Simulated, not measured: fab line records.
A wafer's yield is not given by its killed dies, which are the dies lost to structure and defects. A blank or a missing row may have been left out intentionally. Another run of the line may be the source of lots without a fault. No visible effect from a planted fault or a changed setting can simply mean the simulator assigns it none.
fab line records	flow sfqLine
[record] lots = 6	wafers = 18	lastDay = 91
route steps=325 shown I2@107 M3@118 I3@133 M4@148 M8@325
lots that met no fault: from a run of the same line without faults
startH: hours from the record's first day to the start of the lot's first wafer shown	waitH: hours elapsed since this lot's preceding step	" as in the row above	L1.1+2: several wafers, shown together as one row	- either no value or no given start	* or withheld: withheld	< > ~ a bound
route shown NAME@n: NAME is a module with steps in the file, n the number in the route of the first one	usual: average and standard deviation across the fault-free wafers	same: alike in all rows	chamber/n: place in a boat	sites: per-site readings	_std_site: the values' standard deviation	_edge_site: mean of outer sites minus mean of inner sites	radiusMm: for every site, how far away it sits from the centre of the wafer	mask NAME#n: copy n	behind: the most recent tool/chamber to have shaped the wafer	hold: why the lot was held/for how many hours/how that ended	device: names the non-switching transistor (n, p or np)	end of line: the same wafers' tests at the end of the route	a step given without rows: its recipe and nothing more	killed: the dies lost at the first sort to structure and to defects; this is not the yield of the wafer	map: dies across one wafer; x = killed, . = not, _ = none there
set.NAME: the setting as run; set.NAME@STEP: as run at that earlier step	model.NAME: the simulator's own value behind a step, which no gauge read
a table for each step, a row for each wafer; lots at some steps of the route
services: the hour from which a tool's chamber was out of use, counted from the record's first day as startH (under 0 if before that day), plus the number of hours and why
[[steps]]
[step SFQ_TRILAYER_I2_VIA_LITHO_COAT_072]
[recipe] resist = BARC	spinRpm = 3000	resistThkNm = 62
[step SFQ_TRILAYER_I2_VIA_LITHO_COAT_067]
[recipe] resist = KrF	spinRpm = 3000	resistThkNm = 650
[step SFQ_TRILAYER_I2_VIA_LITHO_SOFTBAKE_071]
[recipe] tempC = withheld	timeS = withheld	resist = KrF
[step SFQ_TRILAYER_I2_VIA_LITHO_EXPOSE_068]
[recipe] maskId = I2	na = 0.6	sourceShape = conventional	sigmaOuter = 0.65	targetCdNm = 500	doseMj = 21.3
[step SFQ_TRILAYER_I2_VIA_LITHO_PEB_070]
[recipe] pebTempC = 115	pebTimeS = 60	resist = KrF
[step SFQ_TRILAYER_I2_VIA_LITHO_DEVELOP_069]
[recipe] timeS = 60	resist = KrF
[step SFQ_I2_OVL_MEAS_918]
[usual] I2_OVL = -2/5.1
lot.wafer	tool	chamber	startH	waitH	I2_OVL[nm]
L390.1	overlay-01	-	989.48	0.1	-12
L390.2	"	-	"	"	-13
L390.4	"	-	"	"	-18
L403.1	overlay-01	-	1132.01	0.1	-5
L403.3	"	-	"	"	-4
L403.5	"	-	"	"	-11
L404.1	overlay-02	-	1153.61	0.1	-5
L404.2	"	-	"	"	-4
L404.3	"	-	"	"	-7
L407.2	overlay-02	-	1204.51	0.1	-5
L407.3	"	-	"	"	-6
L407.4	"	-	"	"	-2
L408.1	overlay-02	-	1206.90	0.1	-1
L408.3	"	-	"	"	1
L408.6	"	-	"	"	-1
L409.1	overlay-01	-	1215.30	0.1	-4
L409.3	"	-	"	"	-2
L409.6	"	-	"	"	-10
[step SFQ_TRILAYER_I2_VIA_BARC_OPEN_VIA_ETCH_096]
[recipe] maskMaterial = PR	chemistry = O2	targetDepthNm = 125	target = BARC	sourceW = 500	biasW = 80	pressureMtorr = 30	timeS = 41.7
[step SFQ_TRILAYER_I2_VIA_ETCH_VIA_ETCH_070]
[recipe] target = SiO2	stopOn = Nb	maskMaterial = PR	taperDeg = 20	chemistry = CHF3	targetDepthNm = 260	sourceW = 500	biasW = 80	pressureMtorr = 30	timeS = withheld
[usual] chamberPressureMTorr = 29.999/0.025	drypumpMotorCurrentA = 5.7/0.41	oesProductAu = 0.855/0.0052
lot.wafer	tool	chamber	startH	waitH	chamberPressureMTorr	drypumpMotorCurrentA	oesProductAu
L390.1	rieDiel-02	3	989.56	0.0	29.957	6.2	0.858
L390.2	"	2	"	"	29.969	5.9	0.858
L390.4	"	1	"	"	29.973	5.2	0.860
L403.1	rieDiel-02	2	1132.09	0.0	30.014	5.9	0.852
L403.3	"	3	"	"	29.995	6.2	0.857
L403.5	"	3	"	"	30.037	6.2	0.854
L404.1	rieDiel-02	3	1153.69	0.0	30.009	6.2	0.855
L404.2	"	0	"	"	29.990	5.9	0.852
L404.3	"	1	"	"	30.022	5.2	0.852
L407.2	rieDiel-03	0	1204.58	0.0	29.983	5.6	0.845
L407.3	"	2	"	"	30.024	4.7	0.848
L407.4	"	1	"	"	29.958	5.6	0.848
L408.1	rieDiel-02	0	1206.98	0.0	29.998	5.9	0.842
L408.3	"	1	"	"	30.002	5.2	0.856
L408.6	"	1	"	"	30.028	5.2	0.858
L409.1	rieDiel-04	0	1215.38	0.0	30.032	5.5	0.853
L409.3	"	2	"	"	30.039	5.5	0.857
L409.6	"	2	"	"	30.005	5.5	0.850
[step SFQ_TRILAYER_I2_VIA_STRIP_STRIP_071]
[recipe] gas = O2	powerW = 200	platenTempC = 40	overashFraction = 0.65	chemistry = O2	pressureMtorr = 50
[step SFQ_TRILAYER_I2_VIA_STRIP_SOLV_CLEAN_072]
[recipe] chemistry = NMP	tempC = 70	timeS = 600
[step SFQ_TRILAYER_M3_DEP_PRE_CLEAN_074]
[recipe] gas = Ar	timeS = 22.5	biasV = 250
[step SFQ_TRILAYER_M3_DEP_SPUTTER_073]
[recipe] material = Nb	basePressurePa = 1.33e-06	chamberPressurePa = 0.1333	substrateTempC = 20	resputterCathodeVoltageV = 400	targetThkNm = 200	powerW = 2000	timeS = 133.3
[usual] resputterCathodeVoltageV = 400/3.8	throttleValvePct = 30.4/0.92
lot.wafer	tool	chamber	startH	waitH	resputterCathodeVoltageV	throttleValvePct	model.Nb_of_TRILAYER_M3_DEP_SPUTTER_073.thkNm
L390.1	pvdSputter-06	-	990.48	0.0	401	30.4	199.2
L390.2	"	-	"	"	407	30.3	200.2
L390.4	"	-	"	"	399	29.2	199.6
L403.1	pvdSputter-06	-	1133.02	0.0	392	30.4	197.4
L403.3	"	-	"	"	400	30.1	344.7
L403.5	"	-	"	"	401	30.3	196.8
L404.1	pvdSputter-06	-	1154.60	0.0	410	30.2	199.6
L404.2	"	-	"	"	401	30.2	346.1
L404.3	"	-	"	"	399	29.0	199.6
L407.2	pvdSputter-03	-	1205.49	0.0	397	31.6	201.9
L407.3	"	-	"	"	401	31.8	200.2
L407.4	"	-	"	"	402	29.3	202.6
L408.1	pvdSputter-06	-	1207.89	0.0	401	30.0	199.4
L408.3	"	-	"	"	399	29.1	201.6
L408.6	"	-	"	"	398	30.1	201.6
L409.1	pvdSputter-06	-	1216.29	0.0	395	30.5	200.2
L409.3	"	-	"	"	401	30.1	200.7
L409.6	"	-	"	"	402	30.0	202.2
[step SFQ_M3_RS_MEAS_919]
[recipe] thkMeasGauge = four-point-probe	reads = Nb_of_TRILAYER_M3_DEP_SPUTTER_073
[usual] M3_NB_RS = 0.889/0.0073
lot.wafer	tool	chamber	startH	waitH	M3_NB_RS[ohm/sq]
L390.1	filmMetro-03	-	990.57	0.0	0.893
L390.2	"	-	"	"	0.886
L390.4	"	-	"	"	0.891
L403.1	filmMetro-03	-	1133.11	0.0	0.901
L403.3	"	-	"	"	0.513
L403.5	"	-	"	"	0.903
L404.1	filmMetro-01	-	1154.69	0.0	0.895
L404.2	"	-	"	"	0.513
L404.3	"	-	"	"	0.895
L407.2	filmMetro-01	-	1205.61	0.1	0.884
L407.3	"	-	"	"	0.890
L407.4	"	-	"	"	0.881
L408.1	filmMetro-01	-	1207.99	0.0	0.894
L408.3	"	-	"	"	0.884
L408.6	"	-	"	"	0.885
L409.1	filmMetro-01	-	1216.39	0.0	0.890
L409.3	"	-	"	"	0.889
L409.6	"	-	"	"	0.882
[step SFQ_TRILAYER_M3_LITHO_COAT_080]
[recipe] resist = BARC	spinRpm = 3000	resistThkNm = 62
[step SFQ_TRILAYER_M3_LITHO_COAT_075]
[recipe] resist = KrF	spinRpm = 3000	resistThkNm = 600
[step SFQ_TRILAYER_M3_LITHO_SOFTBAKE_079]
[recipe] tempC = withheld	timeS = withheld	resist = KrF
[step SFQ_TRILAYER_M3_LITHO_EXPOSE_076]
[recipe] maskId = M3	na = 0.6	sourceShape = conventional	sigmaOuter = 0.65	targetCdNm = 500	doseMj = 14.4
[step SFQ_TRILAYER_M3_LITHO_PEB_078]
[recipe] pebTempC = 115	pebTimeS = 60	resist = KrF
[step SFQ_TRILAYER_M3_LITHO_DEVELOP_077]
[recipe] timeS = 60	resist = KrF
[step SFQ_M3_OVL_MEAS_921]
[usual] M3_OVL = 2/5.3
lot.wafer	tool	chamber	startH	waitH	M3_OVL[nm]
L390.1	overlay-02	-	1141.61	0.1	-3
L390.2	"	-	"	"	5
L390.4	"	-	"	"	7
L403.1	overlay-02	-	1274.28	0.1	-4
L403.3	"	-	"	"	-1
L403.5	"	-	"	"	3
L404.1	overlay-01	-	1294.50	0.1	-5
L404.2	"	-	"	"	-12
L404.3	"	-	"	"	-7
L407.2	overlay-02	-	1347.75	0.1	-1
L407.3	"	-	"	"	-2
L407.4	"	-	"	"	3
L408.1	overlay-01	-	1348.94	0.1	1
L408.3	"	-	"	"	-3
L408.6	"	-	"	"	-2
L409.1	overlay-01	-	1353.30	0.1	6
L409.3	"	-	"	"	7
L409.6	"	-	"	"	-6
[step SFQ_TRILAYER_M3_BARC_OPEN_METAL_ETCH_100]
[recipe] maskMaterial = PR	chemistry = O2	targetDepthNm = 125	target = BARC	icpW = 600	biasW = 80	pressureMtorr = 10	timeS = 41.7
[step SFQ_TRILAYER_M3_ETCH_METAL_ETCH_078]
[recipe] target = Nb	stopOn = SiO2	maskMaterial = PR	chemistry = Cl2/Ar	targetDepthNm = 240	icpW = 600	biasW = 80	pressureMtorr = 10	timeS = 120
[usual] chamberPressureMTorr = 10.001/0.0077	drypumpMotorCurrentA = 6.0/0.45	oesProductAu = 0.894/0.0067
[same] timeS = 120
lot.wafer	tool	chamber	startH	waitH	chamberPressureMTorr	drypumpMotorCurrentA	oesProductAu	rfHoursCounterH
L390.1	rieMetal-01	1	1141.71	0.0	10.008	5.6	0.894	13
L390.2	"	0	"	"	9.996	5.4	0.895	85
L390.4	"	1	"	"	9.985	5.6	0.886	-
L403.1	rieMetal-02	1	1274.38	0.0	10.003	5.6	0.885	103
L403.3	"	1	"	"	10.010	5.6	1.000	-
L403.5	"	1	"	"	9.990	5.6	0.894	-
L404.1	rieMetal-04	1	1294.59	0.0	9.996	6.6	0.896	107
L404.2	"	0	"	"	10.012	6.5	1.007	108
L404.3	"	1	"	"	10.001	6.6	0.891	-
L407.2	rieMetal-04	1	1347.84	0.0	9.995	6.6	0.901	115
L407.3	"	1	"	"	10.005	6.6	0.896	-
L407.4	"	0	"	"	10.004	6.5	0.902	-
L408.1	rieMetal-02	0	1349.04	0.0	10.011	6.1	0.896	41
L408.3	"	0	"	"	10.003	6.0	0.900	-
L408.6	"	0	"	"	10.007	6.1	0.899	-
L409.1	rieMetal-02	0	1353.39	0.0	10.003	6.1	0.893	41
L409.3	"	1	"	"	10.006	5.6	0.890	-
L409.6	"	0	"	"	9.988	6.0	0.897	-
[step SFQ_TRILAYER_M3_STRIP_STRIP_079]
[recipe] gas = O2	powerW = 200	platenTempC = 40	overashFraction = 0.65	chemistry = O2	pressureMtorr = 50
[usual] chamberPressureMTorr = 50.00/0.046	drypumpMotorCurrentA = 6.0/0.45	oesProductAu = 0.997/0.0073
lot.wafer	tool	chamber	startH	waitH	chamberPressureMTorr	drypumpMotorCurrentA	oesProductAu	rfHoursCounterH
L390.1	rieMetal-01	1	1141.83	0.1	50.04	5.6	1.002	13
L390.2	"	0	"	"	49.95	5.4	0.990	85
L390.4	"	1	"	"	50.07	5.6	1.003	-
L403.1	rieMetal-02	1	1274.50	0.1	49.91	5.6	0.988	103
L403.3	"	1	"	"	49.97	5.6	0.995	-
L403.5	"	1	"	"	49.98	5.6	0.998	-
L404.1	rieMetal-04	1	1294.72	0.1	50.06	6.6	1.004	107
L404.2	"	0	"	"	50.00	6.5	0.994	108
L404.3	"	1	"	"	50.00	6.6	1.003	-
L407.2	rieMetal-04	1	1347.96	0.1	49.93	6.7	0.999	115
L407.3	"	1	"	"	50.04	6.6	1.001	-
L407.4	"	0	"	"	49.93	6.4	1.004	-
L408.1	rieMetal-02	0	1349.16	0.1	50.02	6.1	1.000	41
L408.3	"	0	"	"	50.06	6.1	0.999	-
L408.6	"	0	"	"	49.99	6.1	1.004	-
L409.1	rieMetal-02	0	1353.52	0.1	49.96	6.1	0.990	41
L409.3	"	1	"	"	50.01	5.5	1.008	-
L409.6	"	0	"	"	50.06	6.0	0.995	-
[step SFQ_TRILAYER_M3_STRIP_SOLV_CLEAN_080]
[recipe] chemistry = NMP	tempC = 70	timeS = 600
[step SFQ_TRILAYER_I3_DEP_PECVD_081]
[recipe] material = SiO2	tempC = 150	timeS = 111.11	pressureTorr = 2.4	rfW = 183.3	precursor = SiH4/N2O	targetThkNm = 500
[usual] chamberPressureTorr = 2.401/0.0055	heaterPowerOuterW = 34/8.2	heaterPowerW = 90/12	throttleValvePct = 24.2/0.68
[same] timeS = 111.11
lot.wafer	tool	chamber	startH	waitH	chamberPressureTorr	heaterPowerOuterW	heaterPowerW	throttleValvePct
L390.1	pecvd-04	2	1142.61	0.0	2.402	31	88	25.0
L390.2	"	0	"	"	2.405	40	100	24.6
L390.4	"	0	"	"	2.402	27	82	24.5
L403.1	pecvd-04	0	1275.28	0.0	2.400	29	85	24.8
L403.3	"	0	"	"	2.401	32	87	24.7
L403.5	"	2	"	"	2.399	32	91	25.0
L404.1	pecvd-04	2	1295.49	0.0	2.398	26	83	25.1
L404.2	"	0	"	"	2.390	40	100	24.5
L404.3	"	2	"	"	2.422	30	85	24.8
L407.2	pecvd-04	1	1348.91	0.0	2.388	32	81	23.8
L407.3	"	2	"	"	2.402	27	85	23.1
L407.4	"	1	"	"	2.400	34	84	23.7
L408.1	pecvd-03	1	1349.94	0.0	2.398	31	87	23.9
L408.3	"	0	"	"	2.401	46	108	24.9
L408.6	"	0	"	"	2.401	31	93	24.8
L409.1	pecvd-02	1	1354.29	0.0	2.404	35	84	24.9
L409.3	"	2	"	"	2.397	40	95	24.9
L409.6	"	1	"	"	2.411	38	87	24.6
[step SFQ_TRILAYER_I3_CMP_CMP_082]
[recipe] material = SiO2	downForcePsi = 3	platenRpm = 60	padVelocityMS = 0.94248
[step SFQ_I3_BOW_MEAS_922]
[recipe] mode = bow
[usual] I3_BOW = 4/8.5
lot.wafer	tool	chamber	startH	waitH	I3_BOW[um]
L390.1	filmMetro-03	-	1145.72	2.0	10
L390.2	"	-	"	"	12
L390.4	"	-	"	"	3
L403.1	filmMetro-03	-	1282.53	2.0	11
L403.3	"	-	"	"	11
L403.5	"	-	"	"	17
L404.1	filmMetro-03	-	1298.61	1.0	-6
L404.2	"	-	"	"	-3
L404.3	"	-	"	"	5
L407.2	filmMetro-03	-	1362.70	1.0	3
L407.3	"	-	"	"	0
L407.4	"	-	"	"	12
L408.1	filmMetro-04	-	1362.82	1.5	10
L408.3	"	-	"	"	2
L408.6	"	-	"	"	2
L409.1	filmMetro-03	-	1365.82	1.0	-3
L409.3	"	-	"	"	4
L409.6	"	-	"	"	-11
[step SFQ_TRILAYER_I3_METRO_MEASURE_083]
[usual] thkNm = 199.5/1.1
lot.wafer	tool	chamber	startH	waitH	thkNm
L390.1	filmMetro-03	-	1145.84	0.1	199.1
L390.2	"	-	"	"	200.3
L390.4	"	-	"	"	198.6
L403.1	filmMetro-03	-	1282.65	0.1	199.2
L403.3	"	-	"	"	197.8
L403.5	"	-	"	"	197.8
L404.1	filmMetro-03	-	1298.73	0.1	199.9
L404.2	"	-	"	"	199.9
L404.3	"	-	"	"	200.5
L408.1	filmMetro-04	-	1362.94	0.1	199.3
L408.3	"	-	"	"	199.9
L408.6	"	-	"	"	199.5
L407.2	filmMetro-03	-	1363.00	0.3	198.9
L407.3	"	-	"	"	199.9
L407.4	"	-	"	"	200.4
L409.1	filmMetro-03	-	1365.94	0.1	201.6
L409.3	"	-	"	"	200.9
L409.6	"	-	"	"	200.7
[step SFQ_TRILAYER_I3_VIA_LITHO_COAT_090]
[recipe] resist = BARC	spinRpm = 3000	resistThkNm = 62
[step SFQ_TRILAYER_I3_VIA_LITHO_COAT_085]
[recipe] resist = KrF	spinRpm = 3000	resistThkNm = 650
[step SFQ_TRILAYER_I3_VIA_LITHO_SOFTBAKE_089]
[recipe] tempC = withheld	timeS = withheld	resist = KrF
[step SFQ_TRILAYER_I3_VIA_LITHO_EXPOSE_086]
[recipe] maskId = I3	na = 0.6	sourceShape = conventional	sigmaOuter = 0.65	targetCdNm = 500	doseMj = 21.3
[step SFQ_TRILAYER_I3_VIA_LITHO_PEB_088]
[recipe] pebTempC = 115	pebTimeS = 60	resist = KrF
[step SFQ_TRILAYER_I3_VIA_LITHO_DEVELOP_087]
[recipe] timeS = 60	resist = KrF
[step SFQ_I3_OVL_MEAS_923]
[usual] I3_OVL = 0/5.7
lot.wafer	tool	chamber	startH	waitH	I3_OVL[nm]
L390.1	overlay-01	-	1164.28	0.1	1
L390.2	"	-	"	"	4
L390.4	"	-	"	"	1
L403.1	overlay-02	-	1286.10	0.1	3
L403.3	"	-	"	"	4
L403.5	"	-	"	"	7
L404.1	overlay-02	-	1302.31	0.1	1
L404.2	"	-	"	"	1
L404.3	"	-	"	"	3
L407.2	overlay-02	-	1484.90	0.1	1
L407.3	"	-	"	"	8
L407.4	"	-	"	"	3
L408.1	overlay-02	-	1486.10	0.1	-6
L408.3	"	-	"	"	-10
L408.6	"	-	"	"	0
L409.1	overlay-01	-	1489.70	0.1	10
L409.3	"	-	"	"	5
L409.6	"	-	"	"	5
[step SFQ_TRILAYER_I3_VIA_BARC_OPEN_VIA_ETCH_121]
[recipe] maskMaterial = PR	chemistry = O2	targetDepthNm = 125	target = BARC	sourceW = 500	biasW = 80	pressureMtorr = 30	timeS = 41.7
[step SFQ_TRILAYER_I3_VIA_ETCH_VIA_ETCH_088]
[recipe] target = SiO2	stopOn = Nb	maskMaterial = PR	taperDeg = 20	chemistry = CHF3	targetDepthNm = 260	sourceW = 500	biasW = 80	pressureMtorr = 30	timeS = withheld
[step SFQ_TRILAYER_I3_VIA_STRIP_STRIP_089]
[recipe] gas = O2	powerW = 200	platenTempC = 40	overashFraction = 0.65	chemistry = O2	pressureMtorr = 50
[usual] chamberPressureMTorr = 50.00/0.045	drypumpMotorCurrentA = 5.7/0.3	oesProductAu = 0.998/0.0091
lot.wafer	tool	chamber	startH	waitH	chamberPressureMTorr	drypumpMotorCurrentA	oesProductAu	rfHoursCounterH
L390.1	rieMetal-02	1	1164.46	-	49.95	5.5	1.002	92
L390.2	"	0	"	"	50.05	6.0	0.985	13
L390.4	"	0	"	"	49.98	6.0	0.992	-
L403.1	rieMetal-02	1	1286.29	-	49.98	5.5	1.009	104
L403.3	"	1	"	"	50.05	5.6	1.000	-
L403.5	"	0	"	"	50.04	6.2	1.001	-
L404.1	rieMetal-01	0	1302.50	-	50.01	5.4	1.003	108
L404.2	"	1	"	"	50.03	5.6	1.003	37
L404.3	"	1	"	"	50.02	5.6	1.001	-
L407.2	rieMetal-02	0	1485.09	-	50.04	6.1	0.998	59
L407.3	"	0	"	"	50.00	6.1	0.991	-
L407.4	"	1	"	"	49.99	5.6	1.011	-
L408.1	rieMetal-03	1	1486.29	-	49.95	6.0	1.013	43
L408.3	"	0	"	"	49.99	6.3	1.011	-
L408.6	"	1	"	"	49.94	6.0	1.021	-
L409.1	rieMetal-02	1	1489.89	-	50.06	5.6	1.002	9
L409.3	"	0	"	"	49.98	6.0	0.994	-
L409.6	"	0	"	"	49.97	6.0	0.981	-
[step SFQ_TRILAYER_I3_VIA_STRIP_SOLV_CLEAN_090]
[recipe] chemistry = NMP	tempC = 70	timeS = 600
[step SFQ_TRILAYER_M4_DEP_PRE_CLEAN_092]
[recipe] gas = Ar	timeS = 22.5	biasV = 250
[step SFQ_M8_BOW_MEAS_951]
[recipe] mode = bow
[usual] M8_BOW = 9/9.5
lot.wafer	tool	chamber	startH	waitH	M8_BOW[um]	model.etest.m3.combLog10Ohm	model.etest.m3.ohmSq
L390.1	filmMetro-02	-	2016.10	0.0	12	12	0.8938
L390.2	"	-	"	"	13	12	0.8893
L390.4	"	-	"	"	5	12	0.8919
L403.1	filmMetro-01	-	2175.11	0.0	19	12	0.9019
L403.3	"	-	"	"	19	0	0.5164
L403.5	"	-	"	"	24	12	0.9046
L404.1	filmMetro-01	-	2176.14	0.0	4	12	0.8919
L404.2	"	-	"	"	8	0	0.5144
L404.3	"	-	"	"	18	12	0.8918
L407.2	filmMetro-02	-	2180.96	0.0	4	12	0.8819
L407.3	"	-	"	"	2	12	0.8891
L407.4	"	-	"	"	12	12	0.8786
L408.1	filmMetro-02	-	2182.31	0.0	18	12	0.8927
L408.3	"	-	"	"	8	12	0.8832
L408.6	"	-	"	"	9	12	0.8832
L409.1	filmMetro-02	-	2183.34	0.0	-4	12	0.8892
L409.3	"	-	"	"	4	12	0.8873
L409.6	"	-	"	"	-11	12	0.8805
[[services]]
tool	chamber	startH	hours	kind
rieMetal-04	-	975.71	0.4	repair
pvdSputter-06	-	1021.99	8.1	repair
filmMetro-03	-	1059.58	0.8	pm
pvdSputter-06	-	1067.87	1.6	repair
pvdSputter-06	-	1078.17	2.8	repair
pvdSputter-06	-	1078.82	2.2	repair
filmMetro-03	-	1137.08	0.2	pm
filmMetro-03	-	1168.64	2.2	pm
rieMetal-02	1	1210.74	22.7	repair
pvdSputter-06	-	1226.30	7.5	repair
pvdSputter-06	-	1246.08	4.5	repair
pvdSputter-06	-	1258.48	2.2	repair
filmMetro-03	-	1304.58	1.3	pm
pvdSputter-06	-	1324.96	0.8	repair
pvdSputter-06	-	1359.11	1.5	repair
rieMetal-02	1	1365.82	9.0	repair
filmMetro-03	-	1382.08	0.3	pm
pvdSputter-06	-	1388.83	1.0	repair
pvdSputter-06	-	1409.50	4.4	repair
rieMetal-02	-	1410.08	14.6	pm
filmMetro-03	-	1413.64	0.2	pm
filmMetro-03	-	1433.39	2.3	repair
rieMetal-02	1	1442.55	1.7	repair
filmMetro-03	-	1443.86	0.6	pm
[[key]]
[firstSign] step = SFQ_M3_RS_MEAS_919	reading = M3_NB_RS	direction = down	sigmas = 52	usual = 0.889	struck = 0.513
[effect] step = SFQ_TRILAYER_M3_ETCH_METAL_ETCH_078	reading = oesProductAu	direction = up	sigmas = 16	usual = 0.894	struck = 1.003
[modelEffect] step = SFQ_TRILAYER_M3_DEP_SPUTTER_073	value = Nb_of_TRILAYER_M3_DEP_SPUTTER_073.thkNm	without = 198.1	struck = 345.4
[modelEffect] step = SFQ_M8_BOW_MEAS_951	value = etest.m3.combLog10Ohm	without = 12	struck = 0
metAt SFQ_TRILAYER_M3_DEP_SPUTTER_073
struckWafers L403.3,L404.2
[fault] kind = processParameterDrift	tool = pvdSputter-06	chamber = -	onsetH = 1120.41	steps = SFQ_TRILAYER_M3_DEP_SPUTTER_073	channel = targetThkNm	offset = 147.35	shape = step	endH = 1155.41	actsIn = theseRecipesOnly	stated = 200	scope = struckWafersOnly
